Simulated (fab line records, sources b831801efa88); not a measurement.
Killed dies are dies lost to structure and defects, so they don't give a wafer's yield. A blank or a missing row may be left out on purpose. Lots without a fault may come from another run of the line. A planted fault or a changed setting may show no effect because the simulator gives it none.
One fault seen from 2 desks | flow sky130 | each desk has only its own numbers; what lay behind them comes last

THE TOOL OWNER'S DESK: litho_track-01
The tool's own readings at SKY_VT_ADJUST_NCORE_SOFTBAKE_03 (time 60 s): means of the sampled wafers that have a number, for each lot that ran on this tool. A lot is out of limits, marked OUT, if its mean lies more than 4 standard deviations from the usual mean; the brackets give that distance.
Columns: A = heater_power_total_W at SKY_VT_ADJUST_NCORE_SOFTBAKE_03, usual 56.59 W; B = run_length_s at SKY_VT_ADJUST_NCORE_SOFTBAKE_03, usual 89.16 s
lot  | first seen here | A                       | B
L841 | day 10 09:29    | 56.57                   | 89.40
L844 | day 10 17:14    | 56.61                   | 89.41
L846 | day 11 00:04    | 56.60                   | 89.39
L854 | day 13 18:07    | 58.99 (+52) OUT         | 83.49 (-27) OUT
L855 | day 13 20:07    | 58.94 (+51) OUT         | 83.51 (-27) OUT
L857 | day 14 15:41    | 61.29 (+99 or more) OUT | 77.61 (-55) OUT
This desk's finding: out of limits on L854, L855, L857; first on L854, day 13 18:07 (heater_power_total_W at SKY_VT_ADJUST_NCORE_SOFTBAKE_03). In limits: L841, L844, L846.

THE METROLOGY DESK
What the gauges read, lot by lot, whatever tool the lot ran on: means of the sampled wafers that have a number. A lot is out of limits, marked OUT, if its mean lies more than 4 standard deviations from the usual mean; the brackets give that distance.
Columns: A = VT_ADJUST_HVTR_TW at SKY_VT_ADJUST_HVTR_TW_MEAS_11, usual 211.6
lot  | first seen here | A
L836 | day 9 09:13     | 210.1
L838 | day 10 08:26    | 211.8
L839 | day 10 17:11    | 209.8
L840 | day 11 17:11    | 212.6
L841 | day 11 21:14    | 213.0
L843 | day 12 04:58    | 212.6
L844 | day 12 05:05    | 209.3
L845 | day 12 11:11    | 211.6
L846 | day 12 13:17    | 211.0
L854 | day 15 11:09    | 209.3
L855 | day 15 12:03    | 208.7
L857 | day 16 08:54    | 213.0
L858 | day 16 10:34    | 209.1
This desk's finding: nothing out of limits on any of the 13 lots.

PUT TOGETHER
The tool owner's desk could have raised an alarm at day 13 18:07, on L854, L855, L857.
The metrology desk saw nothing out of limits.
The metrology desk has L854, L855, L857 on record, within its limits.
Of the lots named, all ran SKY_VT_ADJUST_NCORE_SOFTBAKE_03 on litho_track-01.

WHAT THE SIMULATOR HAD PUT IN
Process parameter drift: litho_track-01, from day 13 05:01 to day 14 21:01, at SKY_VT_ADJUST_NCORE_SOFTBAKE_03. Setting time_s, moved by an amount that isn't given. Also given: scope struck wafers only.
Lots struck among those shown: L854, L855, L857.
Hours from the fault's start to each desk's first reading out of limits: the tool owner's desk, 13.
